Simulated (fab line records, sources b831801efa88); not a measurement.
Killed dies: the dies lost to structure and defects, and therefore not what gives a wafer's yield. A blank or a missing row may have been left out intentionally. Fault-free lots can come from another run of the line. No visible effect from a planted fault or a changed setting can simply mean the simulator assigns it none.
fab line records	flow sfqLine
[record] lots = 7	wafers = 21	lastDay = 87
route steps=325 shown I0@47 M1@58
lots with no fault: from the same line, run without faults
startH: start of the lot's first displayed wafer, in hours after the record's first day	waitH: how many hours have passed since the lot's step before this one	" same as the row above	L1.1+2: a row that stands for several wafers	- value missing, or start not given	* or withheld: withheld	< > ~ a bound
route shown NAME@n: names a module that has steps shown in the file, with the first one's number in the route	usual: the fault-free wafers' mean and standard deviation	same: alike in all rows	chamber/n: place in a boat	sites: per-site readings	_std_site: how widely they spread, as a standard deviation	_edge_site: the outer-site mean with the inner-site mean subtracted	radiusMm: for every site, how far away it sits from the centre of the wafer	mask NAME#n: copy n	behind: the last tool/chamber to shape the wafer	hold: reason for holding the lot/hours on hold/outcome of the hold	device: the transistor (n, p or np) that didn't switch	end of line: tests of these same wafers at the route's end	where a step has no rows: the recipe by itself	killed: the dies lost at the first sort to structure and to defects; this is not the yield of the wafer	map: the dies of a wafer, with x for killed, . for not killed, _ for no die there
set.NAME: the setting the step ran with; set.NAME@STEP: the setting that earlier step ran with	model.NAME: the simulator's own value behind a step, which no gauge read
a table for each step, a row for each wafer; lots at some steps of the route
services: from which hour (startH, from the record's first day; less than 0 if before it) a tool's chamber was out of use, for how many hours, and why
[[steps]]
[step SFQ_TRILAYER_I0_VIA_LITHO_COAT_036]
[recipe] resist = BARC	spinRpm = 3000	resistThkNm = 62
[step SFQ_TRILAYER_I0_VIA_LITHO_COAT_031]
[recipe] resist = KrF	spinRpm = 3000	resistThkNm = 650
[step SFQ_TRILAYER_I0_VIA_LITHO_SOFTBAKE_035]
[recipe] tempC = withheld	timeS = withheld	resist = KrF
[step SFQ_TRILAYER_I0_VIA_LITHO_EXPOSE_032]
[recipe] maskId = I0	na = 0.6	sourceShape = conventional	sigmaOuter = 0.65	targetCdNm = 500	doseMj = 21.3
[step SFQ_TRILAYER_I0_VIA_LITHO_PEB_034]
[recipe] pebTempC = 115	pebTimeS = 60	resist = KrF
[step SFQ_TRILAYER_I0_VIA_LITHO_DEVELOP_033]
[recipe] timeS = 60	resist = KrF
[step SFQ_I0_OVL_MEAS_908]
[usual] I0_OVL = 2/4.7
lot.wafer	tool	chamber	startH	waitH	I0_OVL[nm]
L198.2	overlay-02	-	400.15	0.1	5
L198.4	"	-	"	"	-5
L198.6	"	-	"	"	1
L200.1	overlay-01	-	432.31	0.1	-10
L200.2	"	-	"	"	2
L200.5	"	-	"	"	-2
L206.1	overlay-01	-	495.90	0.1	-1
L206.2	"	-	"	"	-2
L206.5	"	-	"	"	-4
L207.2	overlay-02	-	500.71	0.1	-3
L207.3	"	-	"	"	-2
L207.4	"	-	"	"	0
L208.1	overlay-01	-	516.55	0.1	0
L208.2	"	-	"	"	-5
L208.5	"	-	"	"	1
L218.1	overlay-02	-	609.58	0.1	-4
L218.4	"	-	"	"	-5
L218.5	"	-	"	"	-7
L219.3	overlay-02	-	623.99	0.1	2
L219.5	"	-	"	"	-2
L219.6	"	-	"	"	1
[step SFQ_TRILAYER_I0_VIA_BARC_OPEN_VIA_ETCH_046]
[recipe] maskMaterial = PR	chemistry = O2	targetDepthNm = 125	target = BARC	sourceW = 500	biasW = 80	pressureMtorr = 30	timeS = 41.7
[usual] drypumpMotorCurrentA = 5.8/0.44	oesProductAu = 0.685/0.0044
lot.wafer	tool	chamber	startH	waitH	drypumpMotorCurrentA	oesProductAu	rfHoursCounterH
L198.2	rieDiel-02	2	400.18	0.0	5.4	0.686	0
L198.4	"	0	"	"	5.9	0.685	9
L198.6	"	3	"	"	5.7	0.681	-
L200.1	rieDiel-03	0	432.35	0.0	6.3	0.682	2
L200.2	"	1	"	"	6.6	0.685	12
L200.5	"	0	"	"	6.3	0.692	-
L206.1	rieDiel-02	2	495.94	0.0	5.4	0.689	1
L206.2	"	3	"	"	5.7	0.680	12
L206.5	"	3	"	"	5.7	0.688	-
L207.2	rieDiel-03	2	500.74	0.0	5.3	0.685	58
L207.3	"	0	"	"	6.3	0.692	3
L207.4	"	3	"	"	5.9	0.686	18
L208.1	rieDiel-04	2	516.59	0.0	5.5	0.693	32
L208.2	"	0	"	"	5.4	0.693	92
L208.5	"	1	"	"	5.3	0.688	-
L218.1	rieDiel-04	0	609.61	0.0	5.4	0.688	1
L218.4	"	2	"	"	5.5	0.687	34
L218.5	"	1	"	"	5.3	0.685	-
L219.3	rieDiel-03	0	624.01	0.0	6.3	0.689	5
L219.5	"	3	"	"	5.9	0.683	-
L219.6	"	2	"	"	5.3	0.687	-
[step SFQ_TRILAYER_I0_VIA_ETCH_VIA_ETCH_034]
[recipe] target = SiO2	stopOn = Nb	maskMaterial = PR	taperDeg = 20	chemistry = CHF3	targetDepthNm = 260	sourceW = 500	biasW = 80	pressureMtorr = 30	timeS = withheld
[usual] drypumpMotorCurrentA = 5.7/0.45	oesProductAu = 0.856/0.0055
lot.wafer	tool	chamber	startH	waitH	drypumpMotorCurrentA	oesProductAu
L198.2	rieDiel-02	2	400.22	0.0	5.4	0.854
L198.4	"	0	"	"	5.9	0.859
L198.6	"	3	"	"	5.7	0.855
L200.1	rieDiel-03	0	432.39	0.0	6.3	0.851
L200.2	"	1	"	"	6.5	0.854
L200.5	"	0	"	"	6.3	0.852
L206.1	rieDiel-02	2	495.98	0.0	5.4	0.856
L206.2	"	3	"	"	5.7	0.856
L206.5	"	3	"	"	5.7	0.857
L207.2	rieDiel-03	2	500.78	0.0	5.2	0.861
L207.3	"	0	"	"	6.3	0.853
L207.4	"	3	"	"	5.9	0.855
L208.1	rieDiel-04	2	516.63	0.0	5.5	0.847
L208.2	"	0	"	"	5.3	0.852
L208.5	"	1	"	"	5.3	0.861
L218.1	rieDiel-04	0	609.65	0.0	5.4	0.855
L218.4	"	2	"	"	5.5	0.853
L218.5	"	1	"	"	5.3	0.858
L219.3	rieDiel-03	0	624.05	0.0	6.3	0.846
L219.5	"	3	"	"	5.9	0.860
L219.6	"	2	"	"	5.3	0.850
[step SFQ_TRILAYER_I0_VIA_STRIP_STRIP_035]
[recipe] gas = O2	powerW = 200	platenTempC = 40	overashFraction = 0.65	chemistry = O2	pressureMtorr = 50
[usual] drypumpMotorCurrentA = 5.7/0.31	oesProductAu = 1.003/0.0095
lot.wafer	tool	chamber	startH	waitH	drypumpMotorCurrentA	oesProductAu	rfHoursCounterH
L198.2	rieMetal-02	0	400.53	-	5.7	1.005	-
L198.4	"	0	"	"	5.7	1.007	-
L198.6	"	0	"	"	5.7	1.011	-
L200.1	rieMetal-01	0	432.50	-	5.6	0.993	155
L200.2	"	1	"	"	5.6	0.997	77
L200.5	"	0	"	"	5.6	0.987	-
L206.1	rieMetal-01	1	496.09	-	5.6	1.003	85
L206.2	"	1	"	"	5.6	0.999	-
L206.5	"	1	"	"	5.6	0.994	-
L207.2	rieMetal-01	1	501.09	-	5.6	1.007	-
L207.3	"	1	"	"	5.6	1.004	-
L207.4	"	1	"	"	5.6	1.008	-
L208.1	rieMetal-01	0	516.74	-	5.6	1.013	0
L208.2	"	1	"	"	5.6	1.005	89
L208.5	"	1	"	"	5.6	1.005	-
L218.1	rieMetal-01	0	609.77	-	5.6	1.014	14
L218.4	"	0	"	"	5.6	1.001	-
L218.5	"	0	"	"	5.6	0.998	-
L219.3	rieMetal-02	1	624.37	-	5.4	1.015	-
L219.5	"	0	"	"	5.7	1.023	-
L219.6	"	1	"	"	5.4	1.005	-
[step SFQ_TRILAYER_I0_VIA_STRIP_SOLV_CLEAN_036]
[recipe] chemistry = NMP	tempC = 70	timeS = 600
[step SFQ_TRILAYER_M1_DEP_PRE_CLEAN_038]
[recipe] gas = Ar	timeS = 22.5	biasV = 250
[step SFQ_TRILAYER_M1_DEP_SPUTTER_037]
[recipe] material = Nb	basePressurePa = 1.33e-06	chamberPressurePa = 0.1333	substrateTempC = 20	resputterCathodeVoltageV = 400	targetThkNm = 200	powerW = 2000	timeS = 133.3
[usual] basePressurePa = 1.32e-06/8.5e-08	cathodeDcPowerW = 2000.1/0.33	throttleValvePct = 30.0/0.76
lot.wafer	tool	chamber	startH	waitH	basePressurePa	cathodeDcPowerW	throttleValvePct
L198.2	pvdSputter-03	-	401.73	0.0	1.29e-06	2000.1	29.4
L198.4	"	-	"	"	1.36e-06	2000.0	29.0
L198.6	"	-	"	"	1.38e-06	2000.3	29.6
L200.1	pvdSputter-06	-	433.31	0.0	1.38e-06	1999.5	31.1
L200.2	"	-	"	"	1.35e-06	2000.0	31.2
L200.5	"	-	"	"	1.27e-06	2000.1	30.4
L206.1	pvdSputter-03	-	497.49	0.0	-	-	-
L206.2	"	-	"	"	-	-	-
L206.5	"	-	"	"	-	-	-
L207.2	pvdSputter-06	-	502.29	0.0	-	-	-
L207.3	"	-	"	"	-	-	-
L207.4	"	-	"	"	-	-	-
L208.1	pvdSputter-05	-	517.54	0.0	-	-	-
L208.2	"	-	"	"	-	-	-
L208.5	"	-	"	"	-	-	-
L218.1	pvdSputter-05	-	610.57	0.0	1.37e-06	2000.1	30.4
L218.4	"	-	"	"	1.46e-06	2000.0	29.2
L218.5	"	-	"	"	1.2e-06	2000.5	29.1
L219.3	pvdSputter-05	-	624.97	0.0	1.29e-06	2000.5	30.3
L219.5	"	-	"	"	1.35e-06	1999.7	28.5
L219.6	"	-	"	"	1.33e-06	2000.0	29.0
[step SFQ_M1_RS_MEAS_909]
[recipe] thkMeasGauge = four-point-probe	reads = Nb_of_TRILAYER_M1_DEP_SPUTTER_037
[usual] M1_NB_RS = 0.891/0.0085
lot.wafer	tool	chamber	startH	waitH	M1_NB_RS[ohm/sq]
L198.2	filmMetro-02	-	401.85	0.1	0.895
L198.4	"	-	"	"	0.896
L198.6	"	-	"	"	0.903
L200.1	filmMetro-03	-	433.40	0.0	0.884
L200.2	"	-	"	"	0.890
L200.5	"	-	"	"	0.885
L206.1	filmMetro-02	-	497.59	0.0	-
L206.2	"	-	"	"	-
L206.5	"	-	"	"	-
L207.2	filmMetro-01	-	502.41	0.1	-
L207.3	"	-	"	"	-
L207.4	"	-	"	"	-
L208.1	filmMetro-03	-	517.64	0.0	-
L208.2	"	-	"	"	-
L208.5	"	-	"	"	-
L218.1	filmMetro-01	-	610.66	0.0	0.896
L218.4	"	-	"	"	0.900
L218.5	"	-	"	"	0.904
L219.3	filmMetro-03	-	625.10	0.1	0.892
L219.5	"	-	"	"	0.896
L219.6	"	-	"	"	0.885
[step SFQ_TRILAYER_M1_LITHO_COAT_044]
[recipe] resist = BARC	spinRpm = 3000	resistThkNm = 62
[step SFQ_TRILAYER_M1_LITHO_COAT_039]
[recipe] resist = KrF	spinRpm = 3000	resistThkNm = 600
[step SFQ_TRILAYER_M1_LITHO_SOFTBAKE_043]
[recipe] tempC = withheld	timeS = withheld	resist = KrF
[step SFQ_TRILAYER_M1_LITHO_EXPOSE_040]
[recipe] maskId = M1	na = 0.6	sourceShape = conventional	sigmaOuter = 0.65	targetCdNm = 500	doseMj = 14.4
[step SFQ_TRILAYER_M1_LITHO_PEB_042]
[recipe] pebTempC = 115	pebTimeS = 60	resist = KrF
[step SFQ_TRILAYER_M1_LITHO_DEVELOP_041]
[recipe] timeS = 60	resist = KrF
[step SFQ_M1_OVL_MEAS_911]
[usual] M1_OVL = -1/6.9
lot.wafer	tool	chamber	startH	waitH	M1_OVL[nm]
L198.2	overlay-01	-	558.58	0.1	8
L198.4	"	-	"	"	13
L198.6	"	-	"	"	5
L200.1	overlay-01	-	587.98	0.1	-13
L200.2	"	-	"	"	-17
L200.5	"	-	"	"	-11
L206.1	overlay-01	-	642.10	0.1	-3
L206.2	"	-	"	"	3
L206.5	"	-	"	"	-2
L207.2	overlay-01	-	646.91	0.1	-4
L207.3	"	-	"	"	-3
L207.4	"	-	"	"	1
L208.1	overlay-02	-	655.30	0.1	7
L208.2	"	-	"	"	0
L208.5	"	-	"	"	4
L218.1	overlay-01	-	755.48	0.1	-1
L218.4	"	-	"	"	-2
L218.5	"	-	"	"	-3
L219.3	overlay-01	-	771.09	0.1	-1
L219.5	"	-	"	"	-11
L219.6	"	-	"	"	-10
[step SFQ_TRILAYER_M1_BARC_OPEN_METAL_ETCH_054]
[recipe] maskMaterial = PR	chemistry = O2	targetDepthNm = 125	target = BARC	icpW = 600	biasW = 80	pressureMtorr = 10	timeS = 41.7
[usual] drypumpMotorCurrentA = 5.93/0.29	oesProductAu = 0.684/0.0046
lot.wafer	tool	chamber	startH	waitH	drypumpMotorCurrentA	oesProductAu	rfHoursCounterH
L198.2	rieMetal-01	0	558.61	0.0	5.62	0.686	6
L198.4	"	1	"	"	5.61	0.687	-
L198.6	"	1	"	"	5.62	0.689	-
L200.1	rieMetal-01	1	588.01	0.0	5.63	0.691	99
L200.2	"	0	"	"	5.56	0.685	10
L200.5	"	0	"	"	5.58	0.680	-
L206.1	rieMetal-04	1	642.14	0.0	5.93	0.683	97
L206.2	"	0	"	"	5.77	0.688	109
L206.5	"	1	"	"	5.94	0.681	-
L207.2	rieMetal-04	1	646.94	0.0	5.90	0.683	97
L207.3	"	0	"	"	5.80	0.681	-
L207.4	"	1	"	"	5.92	0.683	-
L208.1	rieMetal-04	0	655.34	0.0	5.77	0.677	110
L208.2	"	1	"	"	5.93	0.690	98
L208.5	"	0	"	"	5.79	0.684	-
L218.1	rieMetal-03	1	755.52	0.0	6.03	0.686	98
L218.4	"	0	"	"	6.49	0.684	-
L218.5	"	1	"	"	6.04	0.683	-
L219.3	rieMetal-01	0	771.14	0.0	5.58	0.684	-
L219.5	"	0	"	"	5.57	0.675	-
L219.6	"	1	"	"	5.61	0.688	-
[step SFQ_TRILAYER_M1_ETCH_METAL_ETCH_042]
[recipe] target = Nb	stopOn = SiO2	maskMaterial = PR	chemistry = Cl2/Ar	targetDepthNm = 240	icpW = 600	biasW = 80	pressureMtorr = 10	timeS = 120
[usual] drypumpMotorCurrentA = 5.9/0.3	oesProductAu = 0.894/0.0068
lot.wafer	tool	chamber	startH	waitH	drypumpMotorCurrentA	oesProductAu	rfHoursCounterH
L198.2	rieMetal-01	0	558.67	0.0	5.6	0.889	6
L198.4	"	1	"	"	5.6	0.896	-
L198.6	"	1	"	"	5.6	0.892	-
L200.1	rieMetal-01	1	588.07	0.0	5.6	0.899	99
L200.2	"	0	"	"	5.6	0.893	10
L200.5	"	0	"	"	5.6	0.900	-
L206.1	rieMetal-04	1	642.20	0.0	5.9	0.380	97
L206.2	"	0	"	"	5.8	0.375	109
L206.5	"	1	"	"	5.9	0.372	-
L207.2	rieMetal-04	1	647.00	0.0	5.9	0.375	97
L207.3	"	0	"	"	5.8	0.370	-
L207.4	"	1	"	"	5.9	0.372	-
L208.1	rieMetal-04	0	655.40	0.0	5.8	0.370	110
L208.2	"	1	"	"	5.9	0.370	98
L208.5	"	0	"	"	5.8	0.374	-
L218.1	rieMetal-03	1	755.58	0.0	6.0	0.890	98
L218.4	"	0	"	"	6.4	0.892	-
L218.5	"	1	"	"	6.0	0.881	-
L219.3	rieMetal-01	0	771.22	0.1	5.6	0.895	-
L219.5	"	0	"	"	5.6	0.899	-
L219.6	"	1	"	"	5.6	0.904	-
[step SFQ_TRILAYER_M1_STRIP_STRIP_043]
[recipe] gas = O2	powerW = 200	platenTempC = 40	overashFraction = 0.65	chemistry = O2	pressureMtorr = 50
[usual] drypumpMotorCurrentA = 5.93/0.29	oesProductAu = 1.002/0.0096
lot.wafer	tool	chamber	startH	waitH	drypumpMotorCurrentA	oesProductAu	rfHoursCounterH
L198.2	rieMetal-01	0	558.80	0.1	5.59	1.008	6
L198.4	"	1	"	"	5.60	1.029	-
L198.6	"	1	"	"	5.61	1.018	-
L200.1	rieMetal-01	1	588.20	0.1	5.64	1.021	99
L200.2	"	0	"	"	5.59	1.007	10
L200.5	"	0	"	"	5.58	1.005	-
L206.1	rieMetal-04	1	642.32	0.1	5.93	1.009	97
L206.2	"	0	"	"	5.78	1.017	109
L206.5	"	1	"	"	5.93	1.008	-
L207.2	rieMetal-04	1	647.12	0.1	5.92	1.010	97
L207.3	"	0	"	"	5.76	1.002	-
L207.4	"	1	"	"	5.90	1.014	-
L208.1	rieMetal-04	0	655.52	0.1	5.80	0.997	110
L208.2	"	1	"	"	5.92	1.006	98
L208.5	"	0	"	"	5.80	1.001	-
L218.1	rieMetal-03	1	755.70	0.1	6.02	1.005	99
L218.4	"	0	"	"	6.42	0.986	-
L218.5	"	1	"	"	6.04	1.002	-
L219.3	rieMetal-01	0	771.50	0.2	5.59	1.002	-
L219.5	"	0	"	"	5.59	1.002	-
L219.6	"	1	"	"	5.65	0.993	-
[[services]]
tool	chamber	startH	hours	kind
rieDiel-04	1	378.87	3.9	repair
rieDiel-02	-	381.29	10.0	pm
rieDiel-02	0	400.73	5.0	repair
rieDiel-04	0	401.80	15.7	repair
rieDiel-02	3	428.80	3.4	repair
rieDiel-02	-	431.73	15.6	pm
rieDiel-02	2	447.96	4.4	repair
rieMetal-04	0	473.65	6.4	repair
rieDiel-02	2	489.12	4.0	repair
rieDiel-02	1	489.66	23.3	repair
rieDiel-03	-	524.39	1.5	repair
rieDiel-03	2	531.27	3.9	repair
rieDiel-04	0	534.81	7.2	repair
rieDiel-03	-	554.97	2.8	pm
rieDiel-02	3	555.89	16.7	repair
rieDiel-03	-	562.25	3.8	repair
rieDiel-04	3	602.67	4.9	repair
rieDiel-04	0	615.42	3.3	repair
rieMetal-04	-	623.98	1.4	pm
rieDiel-03	0	631.40	7.4	repair
rieDiel-03	2	649.93	2.5	repair
rieDiel-02	0	653.11	1.3	repair
rieDiel-04	-	676.47	2.8	pm
rieDiel-04	3	698.42	9.9	repair
[[key]]
[firstSign] step = SFQ_TRILAYER_M1_DEP_SPUTTER_037	reading = toolRecord	direction = missing
[effect] step = SFQ_M1_RS_MEAS_909	reading = M1_NB_RS	direction = missing
[effect] step = SFQ_TRILAYER_M1_ETCH_METAL_ETCH_042	reading = oesProductAu	direction = down	sigmas = 77	usual = 0.894	struck = 0.373
metAt SFQ_TRILAYER_M1_DEP_SPUTTER_037
struckWafers L206.1,L206.2,L206.5,L207.2,L207.3,L207.4,L208.1,L208.2,L208.5
onsetBetween 433.31 497.49
[fault] kind = skippedStepWhole	tool = pvdSputter-03,pvdSputter-05,pvdSputter-06	chamber = -	onsetH = 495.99	steps = SFQ_TRILAYER_M1_DEP_SPUTTER_037	scope = struckLotsOnly
